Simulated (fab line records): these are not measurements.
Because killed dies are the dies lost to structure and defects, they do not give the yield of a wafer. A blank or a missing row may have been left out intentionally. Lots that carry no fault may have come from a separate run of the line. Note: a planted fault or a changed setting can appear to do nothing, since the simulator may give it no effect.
fab line records    flow sky130
[record] lots = 15  wafers = 45  lastDay = 50
route steps=708 shown METAL1@437 VIA1@468
lots that met no fault: taken from a fault-free run of the same line
startH: start of the lot's first displayed wafer, in hours after the record's first day    waitH: time in hours since the lot's previous step    " unchanged from the row above    L1.1+2: a single row standing in for several wafers    - no value, or no start given    * or withheld: withheld    < > ~ a bound
route shown NAME@n: names a module that has steps shown in the file, with the first one's number in the route    usual: mean and standard deviation over wafers with no fault    same: alike in all rows    chamber/n: place in a boat    sites: the reading at each site    _std_site: the values' standard deviation    _edge_site: mean of outer sites minus mean of inner sites    radiusMm: for every site, how far away it sits from the centre of the wafer    mask NAME#n: copy n    behind: the last tool/chamber to shape the wafer    hold: what put the lot on hold/how long, in hours/how the hold closed    device: which transistor (n, p or np) failed to switch    end of line: the route-end tests of the same wafers    where a step has no rows: the recipe by itself    killed: the dies lost at the first sort to structure and to defects; this is not the yield of the wafer    map: dies across one wafer; x = killed, . = not, _ = none there
set.NAME: the setting that was run; set.NAME@STEP: the one run at that earlier step    model.NAME: the simulator's own value behind a step, which no gauge read
steps of the route over a sample of lots; a table a step, a row a wafer
services: the hour from which a tool's chamber was out of use, counted from the record's first day as startH (under 0 if before that day), plus the number of hours and why
[[steps]]
[step SKY_METAL1_SPUTTER_03]
[recipe] material = Ti  targetThkNm = 5  powerW = 3000  timeS = 3.3  chamberPressurePa = 0.4
[usual] throttleValvePct = 30.1/0.64
lot.wafer  tool           chamber  startH  waitH  throttleValvePct
L849.1     pvdSputter-03  -        731.63  0.0    30.4
L849.2     "              -        "       "      29.9
L849.6     "              -        "       "      31.1
L848.1     pvdSputter-02  -        734.03  0.0    29.3
L848.3     "              -        "       "      29.1
L848.5     "              -        "       "      29.0
L851.1     pvdSputter-03  -        751.10  0.0    30.3
L851.4     "              -        "       "      30.4
L851.5     "              -        "       "      30.0
L852.1     pvdSputter-04  -        767.46  0.0    29.9
L852.2     "              -        "       "      30.3
L852.3     "              -        "       "      29.9
L854.2     pvdSputter-03  -        778.10  0.0    29.8
L854.3     "              -        "       "      30.2
L854.5     "              -        "       "      30.1
L855.1     pvdSputter-03  -        787.67  0.0    30.2
L855.2     "              -        "       "      29.3
L855.4     "              -        "       "      29.9
L856.2     pvdSputter-04  -        792.42  0.0    30.2
L856.3     "              -        "       "      30.1
L856.5     "              -        "       "      29.8
L857.1     pvdSputter-02  -        802.46  0.0    29.1
L857.2     "              -        "       "      30.5
L857.4     "              -        "       "      29.0
L858.3     pvdSputter-03  -        813.92  0.0    29.6
L858.5     "              -        "       "      31.2
L858.6     "              -        "       "      29.8
L859.1     pvdSputter-02  -        822.06  0.0    29.9
L859.2     "              -        "       "      30.8
L859.3     "              -        "       "      28.9
L860.3     pvdSputter-03  -        825.93  0.0    31.5
L860.5     "              -        "       "      31.0
L860.6     "              -        "       "      30.2
L867.3     pvdSputter-03  -        867.40  0.0    30.1
L867.4     "              -        "       "      30.2
L867.5     "              -        "       "      31.0
L868.1     pvdSputter-03  -        889.92  0.0    30.4
L868.2     "              -        "       "      29.4
L868.5     "              -        "       "      31.2
L869.1     pvdSputter-03  -        901.96  0.0    31.4
L869.2     "              -        "       "      30.0
L869.3     "              -        "       "      30.1
L871.2     pvdSputter-04  -        909.21  0.0    29.8
L871.3     "              -        "       "      30.3
L871.6     "              -        "       "      30.2
[step SKY_METAL1_THK_MEAS_06]
[recipe] thkMeasGauge = xrf  reads = AlCu_of_METAL1_SPUTTER_02
[usual] METAL1_ALCU_THK = 250/3.3
lot.wafer  tool          chamber  startH  waitH  METAL1_ALCU_THK[nm]
L849.1     filmMetro-01  -        731.82  0.1    249
L849.2     "             -        "       "      244
L849.6     "             -        "       "      249
L848.1     filmMetro-01  -        734.21  0.1    247
L848.3     "             -        "       "      248
L848.5     "             -        "       "      250
L851.1     filmMetro-04  -        751.28  0.1    251
L851.4     "             -        "       "      251
L851.5     "             -        "       "      251
L852.1     filmMetro-01  -        767.65  0.1    249
L852.2     "             -        "       "      249
L852.3     "             -        "       "      248
L854.2     filmMetro-04  -        778.30  0.1    252
L854.3     "             -        "       "      254
L854.5     "             -        "       "      251
L855.1     filmMetro-01  -        787.85  0.1    249
L855.2     "             -        "       "      249
L855.4     "             -        "       "      249
L856.2     filmMetro-01  -        792.61  0.1    248
L856.3     "             -        "       "      247
L856.5     "             -        "       "      249
L857.1     filmMetro-02  -        802.65  0.1    244
L857.2     "             -        "       "      243
L857.4     "             -        "       "      245
L858.3     filmMetro-04  -        814.12  0.1    254
L858.5     "             -        "       "      253
L858.6     "             -        "       "      253
L859.1     filmMetro-02  -        822.25  0.1    247
L859.2     "             -        "       "      245
L859.3     "             -        "       "      245
L860.3     filmMetro-04  -        826.14  0.1    252
L860.5     "             -        "       "      251
L860.6     "             -        "       "      246
L867.3     filmMetro-02  -        867.61  0.1    245
L867.4     "             -        "       "      246
L867.5     "             -        "       "      246
L868.1     filmMetro-04  -        890.10  0.1    254
L868.2     "             -        "       "      254
L868.5     "             -        "       "      255
L869.1     filmMetro-02  -        902.15  0.1    255
L869.2     "             -        "       "      250
L869.3     "             -        "       "      255
L871.2     filmMetro-02  -        909.41  0.1    250
L871.3     "             -        "       "      247
L871.6     "             -        "       "      249
[step SKY_VIA1_PEB_10]
[recipe] pebTempC = withheld  pebTimeS = withheld  resist = KrF-thick
[usual] chillPlateTempC = *  exhaustPa = 45.1/0.88
lot.wafer  tool           chamber  startH  waitH  chillPlateTempC  exhaustPa
L849.1     lithoTrack-03  0        785     -      *                45.4
L849.2     "              0        "       "      *                45.7
L849.6     "              0        "       "      *                45.0
L848.1     lithoTrack-01  0        789     -      *                44.3
L848.3     "              0        "       "      *                45.4
L848.5     "              0        "       "      *                46.1
L851.1     lithoTrack-01  0        805     -      *                45.7
L851.4     "              0        "       "      *                45.5
L851.5     "              0        "       "      *                45.5
L852.1     lithoTrack-01  0        822     -      *                45.0
L852.2     "              0        "       "      *                44.7
L852.3     "              0        "       "      *                43.1
L854.2     lithoTrack-02  0        831     -      *                46.6
L854.3     "              0        "       "      *                46.0
L854.5     "              0        "       "      *                45.9
L855.1     lithoTrack-03  0        841     -      *                45.6
L855.2     "              0        "       "      *                45.2
L855.4     "              0        "       "      *                44.4
L856.2     lithoTrack-02  0        845     -      *                45.4
L856.3     "              0        "       "      *                46.2
L856.5     "              0        "       "      *                44.9
L857.1     lithoTrack-03  0        855     -      *                46.2
L857.2     "              0        "       "      *                46.0
L857.4     "              0        856     -      *                44.8
L858.3     lithoTrack-01  0        866     -      *                44.2
L858.5     "              0        "       "      *                45.0
L858.6     "              0        "       "      *                43.7
L859.1     lithoTrack-03  0        875     -      *                45.2
L859.2     "              0        "       "      *                44.2
L859.3     "              0        "       "      *                44.9
L860.3     lithoTrack-03  0        878     -      *                46.2
L860.5     "              0        "       "      *                45.1
L860.6     "              0        "       "      *                44.7
L867.3     lithoTrack-01  -        919     -      -                -
L867.4     "              -        "       "      -                -
L867.5     "              -        "       "      -                -
L868.1     lithoTrack-03  -        941     -      -                -
L868.2     "              -        "       "      -                -
L868.5     "              -        "       "      -                -
L869.1     lithoTrack-03  -        953     -      -                -
L869.2     "              -        "       "      -                -
L869.3     "              -        "       "      -                -
L871.2     lithoTrack-02  0        959     -      *                44.0
L871.3     "              0        "       "      *                44.6
L871.6     "              0        "       "      *                45.8
[[services]]
tool           chamber  startH  hours  kind
pvdSputter-04  -        733.54  5.0    repair
pvdSputter-03  -        887.45  2.3    repair
pvdSputter-02  -        904.63  8.7    repair
pvdSputter-04  -        953.86  1.9    repair
[[key]]
[firstSign] step = SKY_VIA1_PEB_10  reading = toolRecord  direction = missing
effect none on later readings
metAt SKY_VIA1_PEB_10
struckLots L867,L868,L869
laterRowsLeftOut L867.3,L867.4,L867.5,L868.1,L868.2,L868.5,L869.1,L869.2,L869.3
sortLeftOut L867.3,L867.4,L867.5,L868.1,L868.2,L868.5,L869.1,L869.2,L869.3
notActingAt SKY_METAL1_SPUTTER_03,SKY_METAL1_THK_MEAS_06
onsetBetween 878 919
[fault] kind = skippedStepWhole  tool = lithoTrack-01,lithoTrack-03  chamber = -  onsetH = 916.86  steps = SKY_VIA1_PEB_10  scope = struckLotsOnly
// sortLeftOut: the simulated sort isn't trusted on such a fault, so these wafers' sort isn't shown, and their yield isn't known
// laterRowsLeftOut: the simulator's readings of these wafers behind a module that went badly wrong aren't trusted and aren't shown, but for the sort
